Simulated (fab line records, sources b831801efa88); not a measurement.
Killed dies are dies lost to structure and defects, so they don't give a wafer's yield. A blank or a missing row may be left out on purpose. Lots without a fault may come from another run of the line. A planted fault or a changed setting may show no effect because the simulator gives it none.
Which tool did it? | flow gf180mcu | 12 lots, 36 wafers sampled, at 1 step of a route of 602

WHAT THE GAUGES READ, wafer by wafer
GF_V2_THK_MEAS_01.
lot  | measured     | on            | V2_CVD_00_THK (nm)
L075 | day 19 20:19 | film_metro-03 | 601 600 608
L077 | day 20 18:44 | film_metro-01 | 603 602 600
L079 | day 21 16:04 | film_metro-03 | 607 601 599
L081 | day 22 15:06 | film_metro-03 | 591 593 593
L083 | day 23 06:53 | film_metro-03 | 609 598 603
L085 | day 23 18:19 | film_metro-03 | 606 611 614
L087 | day 24 06:28 | film_metro-01 | 605 604 599
L089 | day 25 01:35 | film_metro-03 | 601 612 614
L091 | day 25 13:36 | film_metro-03 | 624 610 604
L093 | day 26 01:35 | film_metro-01 | 605 608 605
L095 | day 26 20:09 | film_metro-01 | 597 604 602
L097 | day 27 06:40 | film_metro-03 | 589 598 600

WHICH TOOL RAN EACH LOT (tool, then ch and the chambers of the sampled wafers, then the start)
The record holds no process step before these readings.

THE ANSWER, worked out from the rows above alone
Rule: what is usual is taken from the lots themselves. Put in order of their means at a reading, lots are off if they are a third of the lots or fewer, leave a main group of 4 or more, and stand apart from it by a gap of 3 or more times the standard deviation of the main group's means; of several such gaps the widest counts. A main group whose means are all the same, to the digits that the tables above print for the reading, isn't used. A lot without any number at a reading at which 4 lots or more have one is off too. The other lots that the step has rows for count as sound.
No lot is off at any reading shown: from this, nothing can be told.

WHAT THE SIMULATOR HAD PUT IN
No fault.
